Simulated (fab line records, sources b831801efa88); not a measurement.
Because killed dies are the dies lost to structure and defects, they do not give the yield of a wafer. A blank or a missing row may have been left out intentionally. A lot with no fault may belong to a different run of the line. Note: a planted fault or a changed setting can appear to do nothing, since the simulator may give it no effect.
fab line records | flow sky130
record: lots: 6 | wafers: 18 | lastDay: 50
route steps=708 shown LDD_LDN@302 SPACER@304 POLY_CUT@307
lots with no fault: from the same line, run without faults
startH: hours from the record's opening day to when the first of the lot's shown wafers began | waitH: hours from the lot's prior step to this one | " as in the row above | L1.1+2: one row covering several wafers at once | - no value present, or no start provided | * or withheld: withheld | < > ~ a bound
route shown NAME@n: names a module that has steps shown in the file, with the first one's number in the route | usual: the fault-free wafers' mean and standard deviation | same: alike in all rows | chamber/n: place in a boat | sites: readings site by site | _std_site: how widely they spread, as a standard deviation | _edge_site: mean of outer sites minus mean of inner sites | radiusMm: for every site, how far away it sits from the centre of the wafer | mask NAME#n: copy n | behind: the tool/chamber that last shaped the wafer | hold: why the lot was held/for how many hours/how that ended | device: the transistor (n, p or np) that didn't switch | end of line: the same wafers' tests at the end of the route | a step given without rows: its recipe and nothing more | killed: dies lost to structure and defects at the first sort, not the wafer's yield | map: the dies of a wafer, with x for killed, . for not killed, _ for no die there
set.NAME: the setting as run; set.NAME@STEP: as run at that earlier step | model.NAME: the simulator's own value behind a step, which no gauge read
lots at selected steps of the route; one table per step, one row per wafer
services: a tool's chamber out of use, with start hour (startH, from the record's first day; less than 0 if before it), hours out, and reason
== steps ==
step: SKY_LDD_LDN_TW_MEAS_13
usual: LDD_LDN_TW: 1488/8.6
lot.wafer | tool         | chamber | startH | waitH | LDD_LDN_TW
L733.3    | filmMetro-03 | -       | 550.46 | 0.1   | 1482
L733.5    | "            | -       | "      | "     | 1479
L733.6    | "            | -       | "      | "     | 1491
L735.1    | filmMetro-03 | -       | 578.54 | 0.1   | 1488
L735.4    | "            | -       | "      | "     | 1483
L735.5    | "            | -       | "      | "     | 1483
L749.2    | filmMetro-03 | -       | 681.18 | 0.1   | 1489
L749.3    | "            | -       | "      | "     | 1484
L749.5    | "            | -       | "      | "     | 1489
L750.1    | filmMetro-03 | -       | 686.24 | 0.1   | 1481
L750.3    | "            | -       | "      | "     | 1478
L750.6    | "            | -       | "      | "     | 1481
L751.1    | filmMetro-04 | -       | 703.02 | 0.1   | 1494
L751.3    | "            | -       | "      | "     | 1495
L751.4    | "            | -       | "      | "     | 1489
L754.2    | filmMetro-03 | -       | 712.41 | 0.1   | 1487
L754.3    | "            | -       | "      | "     | 1486
L754.5    | "            | -       | "      | "     | 1491
step: SKY_LDD_LDN_CLEAN_14
recipe: chemistry: SC1/SC2 | mix: 1:4:20 | tempC: 70 | timeS: 150 | dry: n2Spin
step: SKY_SPACER_CVD_00
recipe: material: Si3N4 | precursor: DCS/NH3 | targetThkNm: 43.1 | tempC: 770 | timeS: 740 | pressureMtorr: 250
step: SKY_SPACER_THK_MEAS_01
recipe: reads: Si3N4_of_SPACER_CVD_00
usual: SPACER_CVD_00_THK: 43.1/0.39
lot.wafer | tool         | chamber | startH | waitH | SPACER_CVD_00_THK[nm]
L733.3    | filmMetro-03 | -       | 562.44 | 0.0   | 42.9
L733.5    | "            | -       | "      | "     | 42.8
L733.6    | "            | -       | "      | "     | 42.8
L735.1    | filmMetro-03 | -       | 579.86 | 0.0   | 43.1
L735.4    | "            | -       | "      | "     | 42.6
L735.5    | "            | -       | "      | "     | 42.6
L749.2    | filmMetro-03 | -       | 686.97 | 0.0   | 43.1
L749.3    | "            | -       | "      | "     | 43.2
L749.5    | "            | -       | "      | "     | 43.1
L750.1    | filmMetro-03 | -       | 689.21 | 0.0   | 43.4
L750.3    | "            | -       | "      | "     | 43.7
L750.6    | "            | -       | "      | "     | 43.5
L751.1    | filmMetro-02 | -       | 705.00 | 0.0   | 43.3
L751.3    | "            | -       | "      | "     | 43.0
L751.4    | "            | -       | "      | "     | 43.3
L754.2    | filmMetro-02 | -       | 714.41 | 0.0   | 42.7
L754.3    | "            | -       | "      | "     | 43.0
L754.5    | "            | -       | "      | "     | 43.3
step: SKY_SPACER_ETCHBACK_02
recipe: chemistry: CH3F/O2 | target: Si3N4 | stopOn: SiO2 | sourceW: 400 | biasW: 80 | pressureMtorr: 25 | ch3fFlowSccm: 40 | O2_flow_sccm: 30 | timeS: 46.7 | targetDepthA: 450
usual: drypumpMotorCurrentA: 5.7/0.46 | oesProductAu: 0.855/0.0058 | throttleValvePct: 10.562/0.0093
lot.wafer | tool       | chamber | startH | waitH | drypumpMotorCurrentA | oesProductAu | rfHoursCounterH | throttleValvePct
L733.3    | rieDiel-01 | 1       | 562.48 | 0.0   | 5.9                  | 0.858        | 15              | 10.579
L733.5    | "          | 0       | "      | "     | 6.0                  | 0.849        | -               | 10.565
L733.6    | "          | 1       | "      | "     | 6.0                  | 0.851        | -               | 10.557
L735.1    | rieDiel-01 | 1       | 579.92 | 0.1   | 6.0                  | 0.858        | 15              | 10.549
L735.4    | "          | 0       | "      | "     | 6.0                  | 0.855        | 72              | 10.574
L735.5    | "          | 3       | "      | "     | 5.8                  | 0.856        | -               | 10.564
L749.2    | rieDiel-03 | 1       | 687.02 | 0.0   | 6.2                  | 0.855        | 14              | 10.572
L749.3    | "          | 3       | "      | "     | 5.9                  | 0.853        | 10              | 10.556
L749.5    | "          | 2       | "      | "     | 5.9                  | 0.854        | -               | 10.573
L750.1    | rieDiel-03 | 1       | 689.27 | 0.1   | 6.2                  | 0.862        | 14              | 10.560
L750.3    | "          | 3       | "      | "     | 5.9                  | 0.862        | 10              | 10.567
L750.6    | "          | 2       | "      | "     | 5.9                  | 0.854        | -               | 10.568
L751.1    | rieDiel-01 | 3       | 705.06 | 0.1   | 5.8                  | 0.853        | 37              | 10.554
L751.3    | "          | 1       | "      | "     | 6.0                  | 0.845        | 19              | 10.582
L751.4    | "          | 3       | "      | "     | 5.8                  | 0.863        | -               | 10.555
L754.2    | rieDiel-04 | 3       | 714.46 | 0.0   | 4.9                  | 0.851        | 7               | 10.572
L754.3    | "          | 1       | "      | "     | 5.6                  | 0.855        | 6               | 10.582
L754.5    | "          | 1       | "      | "     | 5.5                  | 0.853        | -               | 10.569
step: SKY_POLY_CUT_DEHYDRATE_00
recipe: tempC: 200 | timeS: 60
step: SKY_POLY_CUT_HMDS_01
recipe: primeTimeS: 60 | primeTempC: 120
step: SKY_POLY_CUT_COAT_02
recipe: resist: BARC | tempC: withheld | timeS: withheld | spinRpm: 3000 | resistThkNm: 60
step: SKY_POLY_CUT_COAT_03
recipe: resist: KrF-thick | spinRpm: 3000 | resistThkNm: 450
step: SKY_POLY_CUT_SOFTBAKE_04
recipe: tempC: 100 | timeS: 90 | resist: KrF-thick
step: SKY_POLY_CUT_EXPOSE_05
recipe: maskId: NPCM | na: 0.8 | sourceShape: annular | sigmaInner: 0.55 | sigmaOuter: 0.85 | targetCdNm: 270 | doseMj: 32
step: SKY_POLY_CUT_PEB_06
recipe: pebTempC: withheld | pebTimeS: withheld | resist: KrF-thick
step: SKY_POLY_CUT_DEVELOP_07
recipe: developTimeS: 60 | resist: KrF-thick | devTempC: 21
usual: chillPlateTempC: 23.01/0.095 | developTimeS: 60/0
lot.wafer | tool          | chamber | startH | waitH | chillPlateTempC | developTimeS | model.KrF-thick_of_POLY_CUT_COAT_03.thkNm
L733.3    | lithoTrack-02 | 0       | 591    | -     | 23.04           | 60           | 436
L733.5    | "             | 0       | "      | "     | 23.03           | 60           | 435.6
L733.6    | "             | 0       | "      | "     | 23.00           | 60           | 436.5
L735.1    | lithoTrack-02 | 0       | 608    | -     | 22.92           | 60           | 436.4
L735.4    | "             | 0       | "      | "     | 22.74           | 60           | 436.4
L735.5    | "             | 0       | "      | "     | 22.77           | 60           | 435.9
L749.2    | lithoTrack-04 | -       | 714    | -     | -               | -            | 447.1
L749.3    | "             | -       | "      | "     | -               | -            | 447.1
L749.5    | "             | -       | "      | "     | -               | -            | 447.5
L750.1    | lithoTrack-02 | -       | 716    | -     | -               | -            | 451.8
L750.3    | "             | -       | "      | "     | -               | -            | 451.6
L750.6    | "             | -       | "      | "     | -               | -            | 451.5
L751.1    | lithoTrack-02 | 0       | 733    | -     | 22.97           | 60           | 436.2
L751.3    | "             | 0       | "      | "     | 22.96           | 60           | 437.4
L751.4    | "             | 0       | "      | "     | 23.04           | 60           | 436.1
L754.2    | lithoTrack-01 | 0       | 741    | -     | 22.96           | 60           | 436.8
L754.3    | "             | 0       | "      | "     | 22.94           | 60           | 436.8
L754.5    | "             | 0       | "      | "     | 22.96           | 60           | 436.4
step: SKY_POLY_CUT_CD_MEAS_08
recipe: targetCdNm: 270
usual: cdNm: 270.5/1.6
lot.wafer | tool     | chamber | startH | waitH | cdNm
L733.3    | cdSem-02 | -       | 591.50 | -     | 268.4
L733.5    | "        | -       | "      | "     | 270.3
L733.6    | "        | -       | "      | "     | 269.5
L735.1    | cdSem-02 | -       | 608.71 | -     | 270.1
L735.4    | "        | -       | "      | "     | 270.7
L735.5    | "        | -       | "      | "     | 271.6
L749.2    | cdSem-01 | -       | 714.90 | -     | -
L749.3    | "        | -       | "      | "     | -
L749.5    | "        | -       | "      | "     | -
L750.1    | cdSem-01 | -       | 717.01 | -     | -
L750.3    | "        | -       | "      | "     | -
L750.6    | "        | -       | "      | "     | -
L751.1    | cdSem-02 | -       | 733.61 | -     | 269.1
L751.3    | "        | -       | "      | "     | 270.7
L751.4    | "        | -       | "      | "     | 270.4
L754.2    | cdSem-01 | -       | 741.88 | -     | 267.7
L754.3    | "        | -       | "      | "     | 268.7
L754.5    | "        | -       | "      | "     | 268.2
== services ==
tool       | chamber | startH | hours | kind
rieDiel-03 | -       | 555.09 | 0.5   | repair
rieDiel-04 | -       | 557.80 | 14.6  | pm
rieDiel-01 | 0       | 610.54 | -     | clean
rieDiel-01 | 0       | 610.54 | 18.7  | scheduledDown
rieDiel-01 | 0       | 610.54 | 18.7  | ventCycle
rieDiel-04 | 0       | 619.54 | 2.6   | repair
rieDiel-03 | 3       | 637.20 | 29.0  | repair
rieDiel-03 | 1       | 646.40 | 21.6  | repair
rieDiel-03 | 0       | 678.72 | 16.5  | repair
rieDiel-01 | -       | 681.04 | 0.7   | repair
rieDiel-04 | 2       | 681.67 | 4.1   | repair
rieDiel-01 | 0       | 690.94 | 20.6  | repair
rieDiel-01 | 3       | 691.37 | 3.4   | repair
rieDiel-04 | -       | 707.94 | 0.9   | repair
rieDiel-04 | 0       | 712.58 | 11.5  | repair
rieDiel-01 | 2       | 721.97 | 8.9   | repair
== key ==
firstSign: step: SKY_POLY_CUT_DEVELOP_07 | reading: toolRecord | direction: missing
effect none on later readings
modelEffect: step: SKY_POLY_CUT_DEVELOP_07 | value: KrF-thick_of_POLY_CUT_COAT_03.thkNm | without: 435.4 | struck: 449.4
metAt SKY_POLY_CUT_DEVELOP_07
struckWafers L749.2,L749.3,L749.5,L750.1,L750.3,L750.6
laterRowsLeftOut L749.2,L749.3,L749.5,L750.1,L750.3,L750.6
sortLeftOut L749.2,L749.3,L749.5,L750.1,L750.3,L750.6
testerLeftOut L749,L750
onsetBetween 608 714
fault: kind: skippedStepWhole | tool: lithoTrack-02,lithoTrack-04 | chamber: - | onsetH: 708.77 | steps: SKY_POLY_CUT_DEVELOP_07 | scope: struckLotsOnly
testerLeftOut: of these lots the tester's yield and bins aren't shown, on N5 and GAA mostly nor the transistor test; their killed dies are dies lost to structure and defects alone, not to doping, threshold or leakage, so they don't give the yield
sortLeftOut: the simulated sort isn't trusted on such a fault, so these wafers' sort isn't shown, and their yield isn't known
laterRowsLeftOut: the simulator's readings of these wafers behind a module that went badly wrong aren't trusted and aren't shown, but for the sort
